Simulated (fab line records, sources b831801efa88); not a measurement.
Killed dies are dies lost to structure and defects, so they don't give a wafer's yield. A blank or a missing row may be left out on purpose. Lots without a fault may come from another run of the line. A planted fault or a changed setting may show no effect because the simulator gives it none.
Chamber matching | flow sky130 | SKY_VIA3_CMP_24 on cmp-02: 4 sister chambers
The step polishes, stops on SiO2, t overpolish 20 s, target thk 0 nm. 8 wafers are shown with their chamber, then 12 later ones without.

WAFERS WITH THEIR CHAMBER
wafer  | chamber | motor_current_A (A) | time_to_endpoint_s (s)
L084.2 | 2       | 11.9                | 96
L084.4 | 3       | 11.9                | 96
L085.1 | 0       | 11.0                | 99
L085.3 | 1       | 9.8                 | 99
L085.4 | 2       | 11.4                | 97
L086.2 | 1       | 9.9                 | 95
L086.3 | 3       | 12.5                | 95
L086.5 | 0       | 11.2                | 95

WAFERS WITHOUT THEIR CHAMBER
wafer  | motor_current_A (A) | time_to_endpoint_s (s)
L087.2 | 10.2                | 100
L087.4 | 11.3                | 98
L087.6 | 9.8                 | 97
L092.3 | 11.0                | 97
L092.5 | 12.1                | 98
L092.6 | 11.4                | 99
L097.2 | 11.8                | 86
L097.4 | 12.1                | 88
L097.6 | 10.8                | 90
L096.3 | 12.1                | 91
L096.5 | 9.2                 | 89
L096.6 | 12.0                | 91

WHICH CHAMBER EACH WENT THROUGH
wafer  | from the rows above          | in truth
L087.2 | can't be placed: 1 or 0      | 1
L087.4 | can't be placed: 0 or 2      | 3
L087.6 | 1                            | 1
L092.3 | can't be placed: 0 or 2      | 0
L092.5 | can't be placed: 3 or 2      | 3
L092.6 | can't be placed: 0 or 2 or 3 | 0
L097.2 | can't be placed: 3 or 2 or 0 | 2
L097.4 | can't be placed: 3 or 2 or 0 | 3
L097.6 | can't be placed: 0 or 2 or 1 | 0
L096.3 | can't be placed: 3 or 2      | 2
L096.5 | 1                            | 1
L096.6 | can't be placed: 3 or 2 or 0 | 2
Placed correctly: 2 of 12. Can't be placed from these rows: 10 (the true chamber is among the candidates in 9). Placed wrongly: 0.
How it was worked out, from the rows above alone: a wafer's distance from a chamber is the root of the sum, over the readings, of the square of ((its reading less the chamber's mean) divided by the reading's scatter). The wafer belongs to the nearest chamber; if the next one is less than 2 further off, it can't be placed. A chamber's mean is the mean of its shown wafers. The scatter: the root of (the sum of the squares of (reading less its chamber's mean) over the shown wafers, divided by (wafers less chambers)).
